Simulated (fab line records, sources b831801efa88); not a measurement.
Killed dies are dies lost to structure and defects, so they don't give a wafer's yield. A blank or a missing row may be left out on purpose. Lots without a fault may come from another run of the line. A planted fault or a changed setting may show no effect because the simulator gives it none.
Problem report in the 8D (eight disciplines) form, filled by code | flow sky130 | the parts of the form that need people (team, actions taken, sign-off) are left out

1. THE PROBLEM
VT_ADJUST_PCH_TW at SKY_VT_ADJUST_PCH_TW_MEAS_10 reads a mean of 122.2 on 6 wafers of 2 lots; wafers without a fault read 142.1 with a standard deviation of 0.81. That is -25 standard deviations from the usual mean.
First seen on wafer L417.2, day 15 02:49, on film_metro-04. The record holds 36 wafers of 12 lots with a number at this step. Rule for "out", or "out of limits": more than 4 standard deviations from the usual mean. The other wafers with a number count as sound.

2. WHAT IT IS AND WHAT IT IS NOT
question                    | is                           | is not
which readings at this step | VT_ADJUST_PCH_TW             | -
which lots                  | L417, L418                   | L402, L404, L406, L407, L409, L410, L412, L421, L422, L425
which wafers of those lots  | all that have a number       | -
read on which gauges        | film_metro-03, film_metro-04 | film_metro-02
when                        | from day 15 02:49            | up to then (21 sound wafers); but 9 sound wafers of L421, L422, L425 came after

3. SUSPECTS, AND WHAT RULES EACH OUT
Counting: a tool at a process step up to the reading stays a suspect if it ran every lot that is out and no sound lot after the first of them.
- the gauge at SKY_VT_ADJUST_PCH_TW_MEAS_10: ruled out. The wafers that are out were read on 2 gauges (film_metro-03, film_metro-04).
- implanter-01 at SKY_VT_ADJUST_PCH_IMPLANT_08: kept. It ran every lot that is out, first L417 (day 15 02:34), and no sound lot after that; its last sound lot up to then is L409 (day 12 13:55). Its own readings are out on those wafers: dose_ions_cm2, faraday_current_uA.
Left after counting: implanter-01 at SKY_VT_ADJUST_PCH_IMPLANT_08.

4. THE CAUSE (what the simulator had put in)
Process parameter drift: implanter-01, from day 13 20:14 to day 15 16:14, at SKY_VT_ADJUST_PCH_IMPLANT_08. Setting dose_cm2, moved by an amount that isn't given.
Counting left only this tool.

5. THE CHAIN OF EFFECTS, in route order
Each row: a reading whose mean over the struck wafers that have a number lies more than 3 standard deviations from the usual. Only readings for which the record gives a usual standard deviation are gone through. hours: the time from each lot's start at the first step in this table that gives one to its start at this step, as a median over the lots. sigmas: the change in usual standard deviations.
hours | step                         | reading            | usual     | on struck wafers | change     | sigmas
0     | SKY_VT_ADJUST_PCH_IMPLANT_08 | dose_ions_cm2      | 5.001e+11 | 2.806e+11        | -2.195e+11 | -99 or more
0     | SKY_VT_ADJUST_PCH_IMPLANT_08 | faraday_current_uA | 2.82      | 1.60             | -1.22      | -19
0     | SKY_VT_ADJUST_PCH_TW_MEAS_10 | VT_ADJUST_PCH_TW   | 142.1     | 122.2            | -19.9      | -25
The process steps in it:
- SKY_VT_ADJUST_PCH_IMPLANT_08

6. WHAT WOULD HAVE CAUGHT IT SOONER
In this record the first reading out of limits at a measuring or inspecting step was taken at day 15 02:49, 31 hours after the fault began at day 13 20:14.
The tool's own readings at SKY_VT_ADJUST_PCH_IMPLANT_08 were out on every struck wafer that the step has a row for (dose_ions_cm2, faraday_current_uA): an alarm limit on them would have fired on the first of those.
Of the lots that are out (2), L418 began SKY_VT_ADJUST_PCH_IMPLANT_08 on implanter-01 after day 15 02:49. A hold on the tool at that time would have spared it.
